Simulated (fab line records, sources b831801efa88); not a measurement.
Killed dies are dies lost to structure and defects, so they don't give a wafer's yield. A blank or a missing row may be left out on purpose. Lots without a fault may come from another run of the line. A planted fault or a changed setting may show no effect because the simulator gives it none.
A struck lot beside a sound one | flow sky130 | 43 steps out of a route of 708
Sound: wafers L127.1, L127.4, L127.5. Struck: wafers L140.3, L140.4, L140.6. The cause comes at the end.
At each step with rows: each side's tool, then ch and its chambers, then its first start. Under that, the readings that differ: sound wafers | struck wafers | difference of the means | sigmas: that difference in standard deviations of wafers without a fault.
alike: readings whose means differ by less than 2 such deviations, and words and numbers that are the same on both sides. not compared: withheld readings, readings that some wafer has no value for, bounds like >300 that may hide the same value, and numbers for which the record gives no deviation and whose values overlap.
The two part at a step that has a row with sigmas, a row that says differs or no value, or rows on one side only. Numbers that don't overlap but have no deviation are shown without sigmas and don't part them. A reading that every wafer of one side lacks parts them only if that side has two wafers or more.

SKY_METAL5_SPUTTER_03: material Ti, target thk 5 nm, time 3.3 s.
  sound on pvd_sputter-01, day 42 23:11; struck on pvd_sputter-01, day 46 07:54
  alike: throttle_valve_pct
then, 1 step without rows for these wafers: SKY_METAL5_SPUTTER_04 (material TiN, target thk 70 nm, time 58.3 s).
SKY_METAL5_RS_MEAS_05: measures by four-point-probe.
  sound on film_metro-02, day 42 23:15; struck on film_metro-01, day 46 08:01
  alike: METAL5_ALCU_RS
SKY_METAL5_THK_MEAS_06: measures by xrf.
  sound on film_metro-02, day 42 23:22; struck on film_metro-01, day 46 08:07
  alike: METAL5_ALCU_THK
then, 7 steps without rows for these wafers: SKY_METAL5_DEHYDRATE_07 (time 60 s); SKY_METAL5_HMDS_08 (prime time 60 s); SKY_METAL5_COAT_09 (resist thk 1800 nm); SKY_METAL5_SOFTBAKE_10 (time 58.65 s); SKY_METAL5_EXPOSE_11 (exposes mask MM5, target cd 1600 nm); SKY_METAL5_PEB_12; SKY_METAL5_DEVELOP_13 (develop time 60 s).
SKY_METAL5_DESCUM_14: chemistry O2, time 11 s.
  sound on rie_metal-03 ch 0,1, day 43 21:50; struck on rie_metal-01 ch 1, day 47 04:16
  alike: drypump_motor_current_A, he_backside_leak_sccm, oes_product_au
  not compared: rf_hours_counter_h
SKY_METAL5_METAL_ETCH_15: etches the open film in Cl2/BCl3, stops on SiO2, target depth 1260 nm, time 252 s.
  sound on rie_metal-03 ch 0,1, day 43 21:52; struck on rie_metal-01 ch 1, day 47 04:28
  alike: drypump_motor_current_A, he_backside_leak_sccm, oes_product_au, throttle_valve_pct
  not compared: rf_hours_counter_h
SKY_METAL5_STRIP_16: strips in O2/N2.
  sound on plasma_asher-02 ch 0, day 43 22:07; struck on plasma_asher-04 ch 0,1, day 47 04:49
  alike: drypump_motor_current_A, n2_flow_sccm, oes_product_au, strip_time_to_endpoint_s
  not compared: rf_hours_counter_h
then, 4 steps without rows for these wafers: SKY_METAL5_STRIP_17 (strips in post etch residue remover, time 1200 s); SKY_METAL5_CLEAN_18 (cleans in IPA, time 180 s); SKY_METAL5_CLEAN_19 (cleans in O3/DIW); SKY_PASSIVATION_CVD_00 (deposits SiO2, target thk 90 nm).
SKY_PASSIVATION_THK_MEAS_01:
  sound on film_metro-02, day 43 22:45; struck on film_metro-02, day 47 05:25
  alike: PASSIVATION_CVD_00_THK
SKY_PASSIVATION_CVD_02: deposits Si3N4, target thk 540 nm.
  sound on pecvd-02 ch 2, day 43 22:49; struck on pecvd-04 ch 0,1, day 47 05:27
  alike: heater_power_w
SKY_PASSIVATION_THK_MEAS_03:
  sound on film_metro-03, day 43 23:09; struck on film_metro-04, day 47 05:41
  alike: PASSIVATION_CVD_02_THK
then, 17 steps without rows for these wafers: SKY_PASSIVATION_DEHYDRATE_04 (time 60 s); SKY_PASSIVATION_HMDS_05 (prime time 60 s); SKY_PASSIVATION_COAT_06 (resist thk 3000 nm); SKY_PASSIVATION_SOFTBAKE_07; SKY_PASSIVATION_EXPOSE_08 (exposes mask NSM, target cd 3000 nm); SKY_PASSIVATION_PEB_09; SKY_PASSIVATION_DEVELOP_10 (develop time 60 s); SKY_PASSIVATION_ETCH_11 (etches the open film in CF4/O2, stops on AlCu, target depth 725 nm, time 161.1 s); SKY_PASSIVATION_STRIP_12 (strips in O2/N2); SKY_PAD_OPEN_DEHYDRATE_00 (time 60 s); SKY_PAD_OPEN_HMDS_01 (prime time 60 s); SKY_PAD_OPEN_COAT_02 (resist thk 3000 nm); SKY_PAD_OPEN_SOFTBAKE_03; SKY_PAD_OPEN_EXPOSE_04 (exposes mask PDM, target cd 60000 nm); SKY_PAD_OPEN_PEB_05; SKY_PAD_OPEN_DEVELOP_06 (develop time 60 s); SKY_PAD_OPEN_ETCH_07 (etches the open film in CF4/O2, stops on AlCu, target depth 725 nm, time 161.1 s).
SKY_PAD_OPEN_STRIP_08: strips in O2/N2.
  sound on plasma_asher-03 ch 0,1, day 45 19:18; struck on plasma_asher-03 ch 0,1, day 48 20:14
  alike: drypump_motor_current_A, n2_flow_sccm, oes_product_au, strip_time_to_endpoint_s
  not compared: rf_hours_counter_h
then, 3 steps without rows for these wafers: SKY_PAD_OPEN_STRIP_09 (strips in post etch residue remover, time 1200 s); SKY_PAD_OPEN_CLEAN_10 (cleans in IPA, time 180 s); SKY_PAD_OPEN_CLEAN_11 (cleans in O3/DIW).
SKY_PAD_OPEN_PROBE_99:
  sound on prober-02, day 45 21:31; struck on prober-01, day 48 22:33
  reading                               | sound              | struck            | difference | sigmas
  killed_at_M4_up                       | 3 2 2              | 34 31 28          | +29        | +18
  sort_bin_3_pad_short (%)              | 1.6 1.0 0.4        | 2.2 2.6 2.2       | +1.3       | +3
  model.etest.tester.sort_bin_3_pct (%) | 1.626 1.016 0.4065 | 2.236 2.642 2.236 | +1.355     |
  alike: defect_limited_yield, killed_at_M0_to_M3, killed_at_contacts, killed_at_front_end, killed_at_other, killed_dies, killed_open, killed_short, sort_bin_5_function, sort_bin_6_memory, sort_n_pass, sort_yield_pct
  not compared: model.etest.tester.sort_n_pass, model.etest.tester.sort_yield_pct, model.etest.tester.sort_bin_5_pct

WHERE THEY PART
Only at SKY_PAD_OPEN_PROBE_99, within this record.

WHY: what the simulator had put in
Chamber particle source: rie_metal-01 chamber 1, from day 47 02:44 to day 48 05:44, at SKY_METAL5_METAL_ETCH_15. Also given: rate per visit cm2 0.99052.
